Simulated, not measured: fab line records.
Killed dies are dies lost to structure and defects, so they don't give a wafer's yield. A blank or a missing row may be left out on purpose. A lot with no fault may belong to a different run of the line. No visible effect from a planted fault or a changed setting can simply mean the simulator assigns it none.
Problem report in the 8D (eight disciplines) form, filled by code + flow gf180mcu + the parts of the form that need people (team, actions taken, sign-off) are left out

1. WHAT WENT WRONG
Across 6 wafers from 2 lots, PSD_TW at GF_PSD_TW_MEAS_11 averages 3480, while fault-free wafers read 3215 with a standard deviation of 28. That is +9.5 standard deviations from the usual mean.
First seen on wafer L344.1, day 17 19:49, on film-metro-02. At this step, 30 wafers from 10 lots have a number in the record. Rule for "out", or "out of limits": more than 4 standard deviations from the usual mean. The other wafers with a number count as sound.

2. WHAT IT IS, WHAT IT ISN'T
| question                    | is                           | is not                                                                          |
|-----------------------------|------------------------------|---------------------------------------------------------------------------------|
| which readings at this step | PSD_TW                       | -                                                                               |
| which lots                  | L344, L346                   | L335, L337, L339, L341, L343, L354, L355, L357                                  |
| which wafers of those lots  | all that have a number       | -                                                                               |
| read on which gauges        | film-metro-01, film-metro-02 | -                                                                               |
| when                        | from day 17 19:49            | up to then (15 sound wafers); but 9 sound wafers of L354, L355, L357 came after |

3. WHAT RULES OUT EACH SUSPECT
Counting: a tool stays on the suspect list if, at a process step up to the reading, it processed all lots that are out and no sound lot following the first of them.
- ruled out: the gauge at GF_PSD_TW_MEAS_11. 2 gauges (film-metro-01, film-metro-02) read the wafers that are out.
- implanter-01 at GF_PSD_IMPLANT_09: ruled out as a lasting fault. Following L344 (day 17 19:34), the first lot on it that is out, the sound lots L357 were run on it.
Left after counting: nothing in the record.

4. THE CAUSE (what the simulator had put in)
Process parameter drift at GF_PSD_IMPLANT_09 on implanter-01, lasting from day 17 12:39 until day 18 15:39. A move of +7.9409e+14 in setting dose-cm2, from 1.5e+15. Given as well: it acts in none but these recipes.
It was ruled out by counting, in error; the rule expects a fault to strike all lots run on its tool from its start on, and this fault did not.

5. SEQUENCE OF EFFECTS, ordered by route
One row per reading whose mean, taken over the struck wafers that have a number, lies over 3 standard deviations from the usual. Only readings for which the record gives a usual standard deviation are gone through. hours: the time from each lot's start at the first step in this table that gives one to its start at this step, as a median over the lots. sigmas: the change in usual standard deviations.
| hours | step              | reading                   | usual         | on struck wafers | change      | sigmas      |
|-------|-------------------|---------------------------|---------------|------------------|-------------|-------------|
| 0     | GF_PSD_IMPLANT_09 | beam-on-s                 | 10.00 s       | 11.28            | +1.28       | +5.8        |
| 0     | GF_PSD_IMPLANT_09 | dose-ions-cm2             | 1.5002e+15    | 2.2943e+15       | +7.9410e+14 | +99 or more |
| 0     | GF_PSD_IMPLANT_09 | end-station-pressure-torr | 1.18e-05 Torr | 1.40e-05         | +2.22e-06   | +3.7        |
| 0     | GF_PSD_IMPLANT_09 | faraday-current-uA        | 8245          | 11101            | +2856       | +16         |
| 0     | GF_PSD_STRIP_10   | oes-product-au            | 0.592 a.u.    | 0.561            | -0.031      | -6.5        |
| 0     | GF_PSD_STRIP_10   | strip-time-to-endpoint-s  | 16.54 s       | 17.92            | +1.38       | +37         |
| 0     | GF_PSD_TW_MEAS_11 | PSD_TW                    | 3215          | 3480             | +265        | +9.5        |
| 1     | GF_PSD_RS_MEAS_15 | PSD_RS                    | 108.48 ohm/sq | 101.43           | -7.05       | -27         |
The process steps in it:
- GF_PSD_IMPLANT_09
- GF_PSD_STRIP_10: strips in O2/N2.

6. WHAT WOULD HAVE CAUGHT IT SOONER
Counted from the fault's start at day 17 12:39, it took 7 hours until the first out-of-limits reading at a measuring or inspecting step in this record, taken at day 17 19:49.
At GF_PSD_IMPLANT_09, the tool's own readings (beam-on-s, dose-ions-cm2, faraday-current-uA) were out on each struck wafer the step has a row for, so an alarm limit on them would have fired on the first such wafer.
